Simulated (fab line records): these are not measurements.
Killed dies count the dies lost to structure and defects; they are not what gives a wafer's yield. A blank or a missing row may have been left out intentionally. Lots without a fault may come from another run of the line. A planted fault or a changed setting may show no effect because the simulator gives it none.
One fault seen from 2 desks | flow gf180mcu | each desk holds nothing but its own numbers, with what lay behind them at the end

## METROLOGY DESK
Lot by lot, what the gauges showed, no matter which tool ran the lot: averages of those sampled wafers that carry a number. Any lot whose mean is over 4 standard deviations away from the usual mean is out of limits and marked OUT; that distance is given in the brackets.
Columns: A = cd_nm at GF_HV_LDD_CD_MEAS_46, usual 399.7 nm; B = HV_LDD_CVD_56_THK at GF_HV_LDD_THK_MEAS_57, usual 89.7 nm; C = NSD_TW at GF_NSD_TW_MEAS_12, usual 4250
lot  | first seen here | A     | B               | C
L969 | day 12 06:39    | 398.8 | 88.9            | 4259
L973 | day 13 18:09    | 401.2 | 88.1            | 4238
L975 | day 14 15:00    | 396.2 | 90.2            | 4257
L976 | day 14 20:09    | 395.9 | 89.7            | 4232
L977 | day 15 00:49    | 397.1 | 89.1            | 4253
L980 | day 16 03:27    | 400.1 | 90.7            | 4245
L982 | day 16 17:45    | 400.3 | 84.0 (-6.9) OUT | 4243
L983 | day 17 01:43    | 402.5 | 86.4 (-4.0) OUT | 4291
L990 | day 19 08:12    | 402.5 | 89.2            | 4244
L991 | day 19 14:19    | 397.4 | 89.6            | 4247
L992 | day 20 11:24    | 401.7 | 90.8            | 4272
This desk finds L982, L983 out of limits, with the earliest case on L982 at day 16 21:45 (HV_LDD_CVD_56_THK at GF_HV_LDD_THK_MEAS_57). L969, L973, L975, L976, L977, L980, L990, L991, L992: within limits.

## DESK OF THE TOOL OWNER: lpcvd-01
The tool's own readings at GF_HV_LDD_CVD_56 (deposits Si3N4 from DCS/NH3, target thk 90 nm, time 1543 s): means of the sampled wafers that have a number, for each lot that ran on this tool. Any lot whose mean is over 4 standard deviations away from the usual mean is out of limits and marked OUT; that distance is given in the brackets.
Columns: A = pressure_mtorr at GF_HV_LDD_CVD_56, usual 250.0 mTorr; B = spike_tc_centre_C at GF_HV_LDD_CVD_56, usual 771.0 C; C = spike_tc_lower_C at GF_HV_LDD_CVD_56, usual 770.3 C; D = zone_power_centre_pct at GF_HV_LDD_CVD_56, usual 12.9 %; E = zone_power_lower_pct at GF_HV_LDD_CVD_56, usual 14.6 %; F = zone_power_upper_pct at GF_HV_LDD_CVD_56, usual 14.6 %
lot  | first seen here | A     | B               | C     | D              | E    | F
L969 | day 12 08:23    | 249.4 | 770.4           | 771.2 | 14.8           | 15.9 | 13.0
L973 | day 13 19:59    | 250.5 | 772.3           | 768.7 | 12.7           | 14.5 | 15.7
L976 | day 14 21:53    | 249.8 | 772.9           | 769.9 | 12.7           | 14.6 | 15.6
L977 | day 15 02:35    | 250.2 | 771.7           | 769.2 | 12.8           | 14.5 | 15.8
L982 | day 16 19:37    | 250.2 | 751.1 (-15) OUT | 773.2 | 7.4 (-5.0) OUT | 17.9 | 19.1 (+5.0) OUT
L983 | day 17 03:34    | 250.2 | 749.4 (-17) OUT | 773.7 | 8.6            | 19.7 | 16.2
L992 | day 20 13:42    | 249.7 | 770.6           | 771.5 | 14.6           | 16.1 | 13.4
This desk finds L982, L983 out of limits, L982 being first, at day 16 19:37 (spike_tc_centre_C at GF_HV_LDD_CVD_56). L969, L973, L976, L977, L992: within limits.

## TAKEN TOGETHER
The tool owner's desk could have raised an alarm at day 16 19:37, on L982, L983.
L982, L983 would have let the metrology desk raise an alarm at day 16 21:45.
Of the lots named, all ran GF_HV_LDD_CVD_56 on lpcvd-01.

## WHAT THE SIMULATOR PUT IN
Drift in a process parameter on lpcvd-01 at GF_HV_LDD_CVD_56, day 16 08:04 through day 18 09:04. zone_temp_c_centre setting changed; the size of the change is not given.
Shown lots that were struck: L982, L983.
Fault start to first reading out of limits, in hours, per desk: tool owner, 12; metrology, 14.
